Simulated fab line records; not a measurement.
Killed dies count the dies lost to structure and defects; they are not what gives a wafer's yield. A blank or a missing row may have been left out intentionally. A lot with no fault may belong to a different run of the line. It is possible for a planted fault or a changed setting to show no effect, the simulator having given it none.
Which tool is to blame?    flow sky130    12 lots, 36 wafers sampled, at 5 steps of a route of 708

== WHAT THE GAUGES SHOWED, per wafer ==
The record lacks any reading of a measuring or inspecting step that a usual standard deviation could be used to judge.

== WHAT TOOL EACH LOT RAN ON (gives the tool, then ch and the chambers of the sampled wafers, and finally the start) ==
lot   SKY_METAL2_SPUTTER_04         SKY_PASSIVATION_CVD_00           SKY_PASSIVATION_CVD_02           SKY_PAD_OPEN_STRIP_08                 SKY_PAD_OPEN_PROBE_99
L574  pvd_sputter-03, day 36 00:55  pecvd-04 ch 0,1,2, day 46 08:52  pecvd-01 ch 0,1,2, day 46 09:04  plasma_asher-01 ch 0,1, day 48 04:08  -
L576  pvd_sputter-03, day 36 23:07  pecvd-02 ch 0,1,2, day 47 01:32  pecvd-04 ch 0,1,2, day 47 01:43  plasma_asher-04 ch 0,1, day 48 19:05  -
L577  pvd_sputter-03, day 37 05:01  pecvd-02 ch 1,2, day 47 05:47    pecvd-01 ch 0,2, day 47 05:53    plasma_asher-02 ch 0,1, day 49 00:33  -
L578  pvd_sputter-03, day 37 12:21  pecvd-04 ch 0,1,2, day 47 08:38  pecvd-01 ch 0,2, day 47 08:44    plasma_asher-04 ch 0,1, day 49 02:51  -
L579  pvd_sputter-02, day 37 19:28  pecvd-02 ch 0,1, day 47 17:18    pecvd-04 ch 0,1,2, day 47 17:23  plasma_asher-02 ch 0,1, day 49 10:52  -
L580  pvd_sputter-03, day 38 01:07  pecvd-01 ch 0,2, day 47 18:22    pecvd-02 ch 0,1,2, day 47 18:26  plasma_asher-01 ch 0,1, day 49 11:13  prober-02, day 49 13:27
L581  pvd_sputter-03, day 38 14:01  pecvd-01 ch 0,1, day 48 05:47    pecvd-02 ch 0,1,2, day 48 05:53  plasma_asher-04 ch 0,1, day 49 21:58  prober-01, day 50 00:13
L589  pvd_sputter-04, day 41 11:30  pecvd-02 ch 0,1,2, day 50 06:43  pecvd-01 ch 0,2, day 50 06:48    plasma_asher-04 ch 0,1, day 51 18:01  -
L590  pvd_sputter-03, day 41 21:21  pecvd-04 ch 1,2, day 50 13:00    pecvd-01 ch 0,1,2, day 50 13:05  plasma_asher-01 ch 0,1, day 51 23:48  -
L592  pvd_sputter-02, day 42 02:01  pecvd-02 ch 0,2, day 50 17:37    pecvd-04 ch 1,2, day 50 17:43    plasma_asher-02 ch 0,1, day 52 04:24  -
L594  pvd_sputter-02, day 42 15:30  pecvd-02 ch 0,2, day 51 02:34    pecvd-01 ch 0,1,2, day 51 02:38  plasma_asher-04 ch 0,1, day 52 11:48  -
L595  pvd_sputter-03, day 42 19:58  pecvd-02 ch 0,1, day 51 05:12    pecvd-01 ch 0,1, day 51 05:17    plasma_asher-04 ch 0,1, day 52 13:57  -
- SKY_METAL2_SPUTTER_04: material TiN, target thk 70 nm, time 58.3 s.
- SKY_PASSIVATION_CVD_00: deposits SiO2, target thk 90 nm.
- SKY_PASSIVATION_CVD_02: deposits Si3N4, target thk 540 nm.
- SKY_PAD_OPEN_STRIP_08: strips in O2/N2.
- SKY_PAD_OPEN_PROBE_99

== WHAT THE TOOLS THEMSELVES READ (means of the sampled wafers that have a number; where no wafer has one, the mark that the record gives instead) ==
SKY_METAL2_SPUTTER_04.
lot   tool            throttle_valve_pct (%)
L574  pvd_sputter-03  29.8
L576  pvd_sputter-03  30.5
L577  pvd_sputter-03  29.7
L578  pvd_sputter-03  30.5
L579  pvd_sputter-02  31.8
L580  pvd_sputter-03  30.8
L581  pvd_sputter-03  30.5
L589  pvd_sputter-04  30.0
L590  pvd_sputter-03  28.5
L592  pvd_sputter-02  30.4
L594  pvd_sputter-02  30.4
L595  pvd_sputter-03  29.5

SKY_PASSIVATION_CVD_00.
lot   tool      heater_power_w (W)
L574  pecvd-04  591
L576  pecvd-02  635
L577  pecvd-02  673
L578  pecvd-04  629
L579  pecvd-02  632
L580  pecvd-01  676
L581  pecvd-01  731
L589  pecvd-02  590
L590  pecvd-04  637
L592  pecvd-02  547
L594  pecvd-02  594
L595  pecvd-02  619

SKY_PASSIVATION_CVD_02.
lot   tool      heater_power_w (W)
L574  pecvd-01  702
L576  pecvd-04  630
L577  pecvd-01  656
L578  pecvd-01  670
L579  pecvd-04  688
L580  pecvd-02  632
L581  pecvd-02  671
L589  pecvd-01  615
L590  pecvd-01  737
L592  pecvd-04  702
L594  pecvd-01  779
L595  pecvd-01  798

SKY_PAD_OPEN_STRIP_08.
lot   tool             drypump_motor_current_A (A)  oes_product_au (a.u.)  strip_time_to_endpoint_s (s)
L574  plasma_asher-01  5.99                         0.665                  37.17
L576  plasma_asher-04  5.83                         0.659                  36.91
L577  plasma_asher-02  5.70                         0.662                  37.09
L578  plasma_asher-04  5.84                         0.665                  37.07
L579  plasma_asher-02  5.86                         0.660                  37.00
L580  plasma_asher-01  5.93                         0.666                  37.19
L581  plasma_asher-04  5.94                         0.667                  37.09
L589  plasma_asher-04  5.85                         0.659                  37.26
L590  plasma_asher-01  5.91                         0.668                  37.06
L592  plasma_asher-02  5.86                         0.664                  36.90
L594  plasma_asher-04  5.94                         0.666                  37.15
L595  plasma_asher-04  5.84                         0.666                  37.23

SKY_PAD_OPEN_PROBE_99.
lot   tool       defect_limited_yield (%)  killed_at_M0_to_M3  killed_at_M4_up  killed_at_contacts  killed_at_front_end  killed_at_other  killed_dies  killed_open  killed_short  sort_bin_3_pad_short (%)  sort_bin_5_function (%)  sort_bin_6_memory (%)  sort_n_pass  sort_yield_pct (%)
L580  prober-02  75.1                      81                  3.7              26                  11                   0.3              122          44           37            3.1                       15.1                     6.7                    370          75.1
L581  prober-01  78.0                      69                  2.7              22                  15                   0.3              108          45           40            2.3                       12.6                     7.2                    384          78.0

== THE ANSWER, worked out from the rows above alone ==
Rule: what is usual is taken from the lots themselves. The widest of any qualifying gaps counts: lots, ordered by their means at a reading, are off when they make up no more than a third of the lots, leave a main group of 4 or more, and stand apart from it by 3 or more times the standard deviation of that group's means. If all means in a main group match to the digits the tables above print for the reading, that group is not used. Also off: a lot with no number at a reading for which 4 or more lots have one. All remaining lots with rows at the step are treated as sound. Order of review: gauges by route order, followed by the tools' own readings, for which a lot's mean as printed above is used. At the first step where some lot is off, the reading lying furthest off is the one used; lots without a number count as furthest.
None of the lots is off at any reading shown; this tells nothing.

== WHAT WAS PUT IN BY THE SIMULATOR ==
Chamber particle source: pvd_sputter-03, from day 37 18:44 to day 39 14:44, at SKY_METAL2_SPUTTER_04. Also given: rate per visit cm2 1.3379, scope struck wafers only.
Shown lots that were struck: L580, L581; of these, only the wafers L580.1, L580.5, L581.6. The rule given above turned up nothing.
